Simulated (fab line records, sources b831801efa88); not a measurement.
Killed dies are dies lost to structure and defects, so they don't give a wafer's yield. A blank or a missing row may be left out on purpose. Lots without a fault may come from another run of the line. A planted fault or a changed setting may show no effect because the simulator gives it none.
fab line records | flow sky130
record lots=4 wafers=12 last_day=49
route steps=708 shown METAL1@441 VIA1@458 PAD_OPEN@708
lots that met no fault: from a run of the same line without faults
start_h: hours from the record's first day to the start of the lot's first wafer shown | wait_h: hours since the lot's step before | " the same as in the row above | L1.1+2: a row that stands for several wafers | - no value, or no start given | * or withheld: withheld | < > ~ a bound
route shown NAME@n: a module of which the file shows steps, and the number in the route of the first | usual: mean/standard deviation of fault-free wafers | same: alike in all rows | chamber/n: place in a boat | sites: the reading at each site | _std_site: their standard deviation | _edge_site: outer sites' mean less inner sites' | radius_mm: how far each site lies from the wafer's centre | mask NAME#n: copy n | behind: the tool/chamber that last shaped the wafer | hold: why the lot was held/for how many hours/how that ended | device: the transistor (n, p or np) that didn't switch | end of line: the same wafers' tests at the end of the route | a step without rows: its recipe alone | killed: dies lost to structure and defects at the first sort, not the wafer's yield | map: a wafer's dies, x killed, . not, _ none there
set.NAME: the setting as run; set.NAME@STEP: as run at that earlier step | model.NAME: the simulator's own value behind a step, which no gauge read
lots at some steps of the route; a table a step, a row a wafer
services: from which hour (start_h, from the record's first day; less than 0 if before it) a tool's chamber was out of use, for how many hours, and why
## steps
# step SKY_METAL1_DEHYDRATE_07
# recipe temp_c=200 time_s=60
# step SKY_METAL1_HMDS_08
# recipe prime_time_s=60 prime_temp_c=120
# step SKY_METAL1_COAT_09
# recipe resist=BARC temp_c=withheld time_s=withheld spin_rpm=3000 resist_thk_nm=60
# step SKY_METAL1_COAT_10
# recipe resist=KrF-thick spin_rpm=3000 resist_thk_nm=450
# step SKY_METAL1_SOFTBAKE_11
# recipe temp_c=100 time_s=90 resist=KrF-thick
# step SKY_METAL1_EXPOSE_12
# recipe mask_id=MM1 na=0.8 source_shape=annular sigma_inner=0.55 sigma_outer=0.85 target_cd_nm=140 dose_mj=28
# step SKY_METAL1_PEB_13
# recipe peb_temp_c=withheld peb_time_s=withheld resist=KrF-thick
# step SKY_METAL1_DEVELOP_14
# recipe develop_time_s=60 resist=KrF-thick dev_temp_c=21
# step SKY_METAL1_DESCUM_17
# recipe chemistry=O2 source_power_w=150 bias_power_w=0 pressure_mtorr=10 temp_c=40 time_s=8
# step SKY_METAL1_ETCH_18
# recipe chemistry=N2/H2 target=BARC ion_energy_ev=200 bias_w=100 pressure_mtorr=30 n2_flow_sccm=100 h2_flow_sccm=200 icp_w=500 stop_on=SiO2 time_s=45.9 target_depth_a=600
# step SKY_METAL1_METAL_ETCH_19
# recipe target_depth_a=3600 stop_on=SiO2 over_etch_frac=0.3 time_s=78 chemistry=Cl2/BCl3 resist_sidewall_deg=88 pressure_mtorr=10 icp_w=900 bias_w=48.5 Cl2_flow_sccm=60 bcl3_flow_sccm=30
# usual drypump_motor_current_A=5.9/0.48 oes_product_au=0.854/0.0063 throttle_valve_pct=22.265/0.0089
# same over_etch_frac=0.3
# columns lot.wafer tool chamber start_h wait_h drypump_motor_current_A oes_product_au rf_hours_counter_h throttle_valve_pct
L970.1 rie_metal-04 1 753.99 0.0 6.2 0.865 11 22.268
L970.3 " 0 " " 5.1 0.844 - 22.281
L970.6 " 1 " " 6.2 0.870 - 22.252
L976.1 rie_metal-03 0 844.92 0.0 6.5 0.855 3 22.276
L976.4 " 0 " " 6.5 0.855 - 22.255
L976.6 " 1 " " 6.0 0.850 - 22.271
L985.4 rie_metal-03 0 896.69 0.1 6.5 0.858 - 22.277
L985.5 " 1 " " 6.0 0.851 - 22.267
L985.6 " 0 " " 6.5 0.859 - 22.262
L986.2 rie_metal-03 1 911.20 0.0 6.0 0.855 2 22.257
L986.4 " 0 " " 6.5 0.866 - 22.256
L986.5 " 1 " " 6.0 0.857 - 22.251
# step SKY_METAL1_STRIP_20
# recipe chemistry=O2/N2 power_w=1400 pressure_mtorr=1500 platen_temp_c=withheld o2_flow_sccm=3000 n2_flow_sccm=300 overash_fraction=0.5
# step SKY_METAL1_STRIP_21
# recipe chemistry=post_etch_residue_remover time_s=1200 temp_c=72.5
# step SKY_METAL1_CLEAN_22
# recipe chemistry=IPA time_s=180 temp_c=25
# step SKY_METAL1_CLEAN_23
# recipe chemistry=O3/DIW dry=n2_spin
# step SKY_VIA1_HDPCVD_00
# recipe material=SiO2 target_thk_nm=1030 sigma_open_frac=0.3 time_s=171.7 temp_c=400 sih4_flow_sccm=60 pressure_mtorr=6
# step SKY_VIA1_CMP_02
# recipe material=SiO2 down_force_psi=4 platen_rpm=60 pad_velocity_m_s=0.94248
# step SKY_VIA1_DEHYDRATE_04
# recipe temp_c=200 time_s=60
# step SKY_VIA1_HMDS_05
# recipe prime_time_s=60 prime_temp_c=119
# step SKY_VIA1_COAT_06
# recipe resist=BARC temp_c=withheld time_s=withheld spin_rpm=3000 resist_thk_nm=60
# step SKY_VIA1_COAT_07
# recipe resist=KrF-thick spin_rpm=3000 resist_thk_nm=450
# step SKY_VIA1_SOFTBAKE_08
# recipe temp_c=100 time_s=90 resist=KrF-thick
# step SKY_VIA1_EXPOSE_09
# recipe mask_id=VIM na=0.8 source_shape=annular sigma_inner=0.55 sigma_outer=0.85 target_cd_nm=150 dose_mj=38
# step SKY_VIA1_PEB_10
# recipe peb_temp_c=withheld peb_time_s=withheld resist=KrF-thick
# step SKY_VIA1_DEVELOP_11
# recipe develop_time_s=60 resist=KrF-thick dev_temp_c=21
# step SKY_VIA1_ETCH_14
# recipe chemistry=N2/H2 target=BARC ion_energy_ev=200 source_w=500 bias_w=100 pressure_mtorr=30 n2_flow_sccm=100 h2_flow_sccm=200 stop_on=SiO2 time_s=45.9 target_depth_a=600
# step SKY_VIA1_ETCH_15
# recipe target=SiO2 chemistry=C4F8/O2/Ar target_depth_nm=351 stop_on=TiN mask_material=KrF-thick source_w=1500 bias_w=1200 pressure_mtorr=40 c4f8_flow_sccm=withheld O2_flow_sccm=6 Ar_flow_sccm=300 time_s=54
# step SKY_VIA1_STRIP_16
# recipe chemistry=O2/N2 power_w=1400 pressure_mtorr=1500 platen_temp_c=withheld o2_flow_sccm=3000 n2_flow_sccm=300 overash_fraction=0.5
# step SKY_VIA1_STRIP_17
# recipe chemistry=post_etch_residue_remover time_s=1200 temp_c=72.5
# step SKY_VIA1_CLEAN_18
# recipe chemistry=IPA time_s=180 temp_c=25
# step SKY_VIA1_CLEAN_19
# recipe chemistry=O3/DIW dry=n2_spin
# step SKY_VIA1_SPUTTER_20
# recipe material=TiN target_thk_nm=20 chamber_pressure_pa=5 power_w=4144 time_s=80
# step SKY_VIA1_CVD_21
# recipe material=W target_thk_nm=270 time_s=80.902 temp_c=400 pressure_torr=40
# step SKY_VIA1_CMP_24
# recipe stop_on=SiO2 t_overpolish_s=15 down_force_psi=3.5 platen_rpm=60 target_thk_nm=0 pad_velocity_m_s=0.94248
# step SKY_PAD_OPEN_PROBE_99
# usual defect_limited_yield=82.5/1.9 killed_at_M0_to_M3=42/6.4 killed_at_M4_up=2.9/1.7 killed_at_contacts=25/5.2 killed_at_front_end=16/4.4 killed_at_other=0.4/0.65 killed_dies=86/9.2 killed_open=47/6.6 killed_short=39/5.8 sort_bin_3_pad_short=0.9/0.42 sort_bin_5_function=10.4/1.5 sort_bin_6_memory=6.3/1 sort_n_pass=406/9.2 sort_yield_pct=82.5/1.9
# same gross_dies=492 killed_at_back_side=0 sort_bin_4_leakage[%]=0 sort_bin_8_speed[%]=0
# columns lot.wafer tool chamber start_h wait_h defect_limited_yield[%] killed_at_M0_to_M3 killed_at_M4_up killed_at_contacts killed_at_front_end killed_at_other killed_dies killed_open killed_short sort_bin_3_pad_short[%] sort_bin_5_function[%] sort_bin_6_memory[%] sort_n_pass sort_yield_pct[%] model.etest.tester.sort_n_pass model.etest.tester.sort_yield_pct model.etest.tester.sort_bin_5_pct model.etest.tester.sort_bin_3_pct
L970.1 prober-01 - 1064.21 0.1 83.3 44 2 24 12 0 82 39 43 0.4 10.4 5.9 410 83.3 410 83.33 10.37 0.4065
L970.3 prober-01 - 1064.31 0.2 80.7 55 3 22 14 1 95 53 41 0.4 11.0 7.9 397 80.7 397 80.69 10.98 0.4065
L970.6 prober-01 - 1064.46 0.2 86.2 34 1 21 12 0 68 39 29 0.8 8.3 4.7 424 86.2 424 86.18 8.333 0.813
L976.1 prober-01 - 1140.94 0.1 85.2 37 1 22 12 1 73 43 30 1.2 6.9 6.7 419 85.2 419 85.16 6.911 1.22
L976.4 prober-01 - 1141.09 0.2 81.3 45 2 29 16 0 92 52 40 0.8 11.2 6.7 400 81.3 400 81.3 11.18 0.813
L976.6 prober-01 - 1141.19 0.2 83.9 49 3 19 8 0 79 34 45 0.8 10.4 4.9 413 83.9 413 83.94 10.37 0.813
L985.4 prober-02 - 1173.81 0.2 71.1 109 2 21 10 0 142 41 33 6.1 16.5 6.3 350 71.1 350 71.14 16.46 6.098
L985.5 prober-02 - 1173.86 0.2 68.3 109 2 25 17 3 156 51 35 6.1 18.9 6.7 336 68.3 336 68.29 18.9 6.098
L985.6 prober-02 - 1173.91 0.2 69.9 104 2 34 8 0 148 53 25 3.7 19.5 6.9 344 69.9 344 69.92 19.51 3.659
L986.2 prober-02 - 1185.52 0.1 69.7 114 0 20 15 0 149 40 39 4.9 17.7 7.7 343 69.7 343 69.72 17.68 4.878
L986.4 prober-02 - 1185.62 0.2 71.5 106 3 20 11 0 140 37 36 3.9 17.5 7.1 352 71.5 352 71.54 17.48 3.862
L986.5 prober-02 - 1185.67 0.2 69.5 107 7 19 16 1 150 48 34 5.7 17.3 7.5 342 69.5 342 69.51 17.28 5.691
# killed by level:class
L970.1 VIA1:geometric_particle:open=12 METAL2:geometric_particle:short=9 CONTACT:geometric_particle:open=8 FIELD_ISO:geometric_particle:short=5 LI_CONTACT:geometric_particle:open=5 LOCAL_INTERCONNECT:geometric_particle:short=5 VIA1:geometric_particle:short=5 VIA3:geometric_particle:short=5
L970.3 CONTACT:geometric_particle:open=12 VIA2:geometric_particle:open=8 METAL1:geometric_particle:short=7 VIA1:geometric_particle:short=7 LI_CONTACT:geometric_particle:open=6 VIA1:geometric_particle:open=6 METAL3:geometric_particle:short=6 METAL2:geometric_particle:short=5
L970.6 CONTACT:geometric_particle:open=12 VIA1:geometric_particle:open=7 VIA2:geometric_particle:open=6 METAL1:geometric_particle:short=5 VIA3:geometric_particle:open=5 FIELD_ISO:geometric_particle:short=3 FIELD_ISO:geometric_particle:open=3 VIA3:geometric_particle:short=3
L976.1 VIA1:geometric_particle:open=9 CONTACT:geometric_particle:open=8 VIA3:geometric_particle:open=7 LI_CONTACT:geometric_particle:open=6 POLY_GATE:geometric_particle:open=5 CONTACT:geometric_particle:short=5 VIA3:geometric_particle:short=5 METAL1:geometric_particle:short=4
L976.4 VIA1:geometric_particle:open=14 VIA2:geometric_particle:open=8 LI_CONTACT:geometric_particle:open=8 LOCAL_INTERCONNECT:geometric_particle:short=7 POLY_GATE:geometric_particle:open=6 CONTACT:geometric_particle:short=5 CONTACT:geometric_particle:open=5 VIA1:geometric_particle:short=5
L976.6 VIA2:geometric_particle:short=11 VIA1:geometric_particle:open=10 METAL3:geometric_particle:short=7 CONTACT:geometric_particle:open=6 METAL2:geometric_particle:short=6 LI_CONTACT:geometric_particle:open=5 LOCAL_INTERCONNECT:geometric_particle:short=5 VIA3:geometric_particle:open=5
L985.4 METAL1:unspecified=68 VIA1:geometric_particle:short=7 CONTACT:geometric_particle:open=7 VIA3:geometric_particle:open=6 FIELD_ISO:geometric_particle:open=5 LI_CONTACT:geometric_particle:short=5 VIA1:geometric_particle:open=5 VIA2:geometric_particle:open=4
L985.5 METAL1:unspecified=69 VIA1:geometric_particle:open=10 CONTACT:geometric_particle:open=8 VIA3:geometric_particle:open=8 LI_CONTACT:geometric_particle:open=6 VIA2:geometric_particle:open=6 FIELD_ISO:geometric_particle:short=4 FIELD_ISO:geometric_particle:open=4
L985.6 METAL1:unspecified=70 LI_CONTACT:geometric_particle:open=14 CONTACT:geometric_particle:open=12 VIA1:geometric_particle:open=6 VIA2:geometric_particle:open=5 LOCAL_INTERCONNECT:geometric_particle:short=4 CONTACT:geometric_particle:short=4 METAL1:geometric_particle:open=4
L986.2 METAL1:unspecified=69 VIA1:geometric_particle:open=12 LI_CONTACT:geometric_particle:open=5 CONTACT:geometric_particle:open=5 METAL1:geometric_particle:short=5 VIA1:geometric_particle:short=5 POLY_GATE:geometric_particle:short=4 CONTACT:geometric_particle:short=4
L986.4 METAL1:unspecified=67 LI_CONTACT:geometric_particle:open=7 VIA1:geometric_particle:open=6 CONTACT:geometric_particle:open=5 VIA1:geometric_particle:short=5 METAL2:geometric_particle:short=5 METAL1:geometric_particle:open=4 LOCAL_INTERCONNECT:geometric_particle:short=4
L986.5 METAL1:unspecified=67 VIA1:geometric_particle:open=10 CONTACT:geometric_particle:open=8 FIELD_ISO:geometric_particle:open=7 METAL1:geometric_particle:short=7 VIA2:geometric_particle:open=7 CONTACT:geometric_particle:short=5 VIA1:geometric_particle:short=4
# map L985.5 (x killed, . not)
__________x.....x..._________
________..x.......x..._______
______.........x...x...._____
_____.................x..____
____.x..........xx.x......___
___.x.xxx.xx.......x.xx....__
__.x.xx.x.xx.....xx.....x..._
_.....xxxxx..xxx.x.x..x.x...x
_..xxxxxxxxxx.......x.x....x.
_xxxxxxxxxxxx..x........x...x
_..xxxxxxxxxxx.x........x....
_.xxxxxxxxxxxx..x......x.....
_..x.xxxxxxx....x...x........
_..x..xxxxxxxx.....xx.......x
_....x.x..x.....x....x..x....
__x.xx...x.......x...x.x.x.._
___....x...xx.x...x.....x..__
____..x.......x...........___
_____.xxx.x....x.........____
______....x........x.x.._____
________........x...x._______
__________x.xx.x..x._________
# map L986.5 (x killed, . not)
__________........xx_________
________.............x_______
______.x.x.....x....x..x_____
_____..x....x...xx...x...____
____............x.........___
___.xx.....xxx......xx...x.__
__.x..xxxxx.........xx......_
_..xxxxxxxxxx........x...x.x.
_..x.xxxxxxxxx............x..
_..xxxxxxxxx..x..x......x..x.
_x.xxxxxxxxxxxx..............
_..xxxxxxxxx.x..............x
_...xxxxxxxxx.xx...x.........
_x..x.xxxx.........x.........
_....x.xxx........x..........
__x.x.x...x....x..x........._
___x.x.........xx.xxx......__
____.x..............x..x.x___
_____.x.xxx.......xx..x..____
______....x..xx........x_____
________.x.....x..xx.x_______
__________...x...x.._________
## services
# columns tool chamber start_h hours kind
rie_metal-03 0 742.00 - clean
rie_metal-03 0 742.00 14.8 scheduled_down
rie_metal-03 0 742.00 14.8 vent_cycle
rie_metal-03 - 772.63 4.3 pm
rie_metal-03 1 848.47 - clean
rie_metal-03 1 848.47 22.5 scheduled_down
rie_metal-03 1 848.47 22.5 vent_cycle
rie_metal-03 - 862.05 0.9 repair
rie_metal-03 - 869.71 2.8 pm
rie_metal-03 - 893.56 0.4 repair
rie_metal-04 1 900.73 - clean
rie_metal-04 1 900.73 18.5 scheduled_down
rie_metal-04 1 900.73 18.5 vent_cycle
## key
first_sign step=SKY_PAD_OPEN_PROBE_99 reading=killed_at_M0_to_M3 direction=up sigmas=10 usual=42 struck=108
effect step=SKY_PAD_OPEN_PROBE_99 reading=sort_bin_3_pad_short direction=up sigmas=10 usual=0.9 struck=5.0
model_effect step=SKY_PAD_OPEN_PROBE_99 value=etest.tester.sort_n_pass without=402.8 struck=344.5
met_at SKY_METAL1_METAL_ETCH_19
struck_wafers L985.4,L985.5,L985.6,L986.2,L986.4,L986.5
onset_between 844.92 896.69
also_fits time
fault kind=chamber_particle_source tool=rie_metal-03 chamber=- onset_h=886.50 steps=SKY_METAL1_METAL_ETCH_19 rate_per_visit_cm2=2.0533 end_h=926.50
